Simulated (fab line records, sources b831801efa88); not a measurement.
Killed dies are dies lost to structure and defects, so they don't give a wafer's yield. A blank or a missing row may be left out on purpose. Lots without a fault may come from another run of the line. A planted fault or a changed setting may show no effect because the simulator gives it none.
Chamber matching | flow gf180mcu | GF_V2_CMP_26 on cmp-02: 4 sister chambers
The step polishes, stops on SiO2, t overpolish 15 s, target thk 0 nm. 4 wafers are shown with their chamber, then 8 later ones without.

WAFERS WITH THEIR CHAMBER
wafer  | chamber | motor_current_A (A)
L713.2 | 3       | 8.9
L715.1 | 0       | 12.2
L715.2 | 1       | 10.5
L717.1 | 2       | 12.0

WAFERS WITHOUT THEIR CHAMBER
wafer  | motor_current_A (A)
L717.3 | 9.4
L717.6 | 11.8
L726.1 | 9.2
L726.4 | 10.9
L726.5 | 12.0
L727.2 | 12.3
L727.3 | 12.0
L727.4 | 10.5

WHICH CHAMBER EACH WENT THROUGH
wafer  | from the rows above     | in truth
L717.3 | 3                       | 3
L717.6 | can't be placed: 2 or 0 | 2
L726.1 | 3                       | 3
L726.4 | 1                       | 1
L726.5 | can't be placed: 2 or 0 | 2
L727.2 | can't be placed: 0 or 2 | 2
L727.3 | can't be placed: 2 or 0 | 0
L727.4 | 1                       | 1
Placed correctly: 4 of 8. Can't be placed from these rows: 4 (the true chamber is among the candidates in 4). Placed wrongly: 0.
How it was worked out, from the rows above alone: a wafer's distance from a chamber is the root of the sum, over the readings, of the square of ((its reading less the chamber's mean) divided by the reading's scatter). The wafer belongs to the nearest chamber; if the next one is less than 2 further off, it can't be placed. A chamber's mean is the mean of its shown wafers. The scatter: with one shown wafer a chamber, the root of the mean of the squares of how far each hidden wafer lies from its nearest shown one.
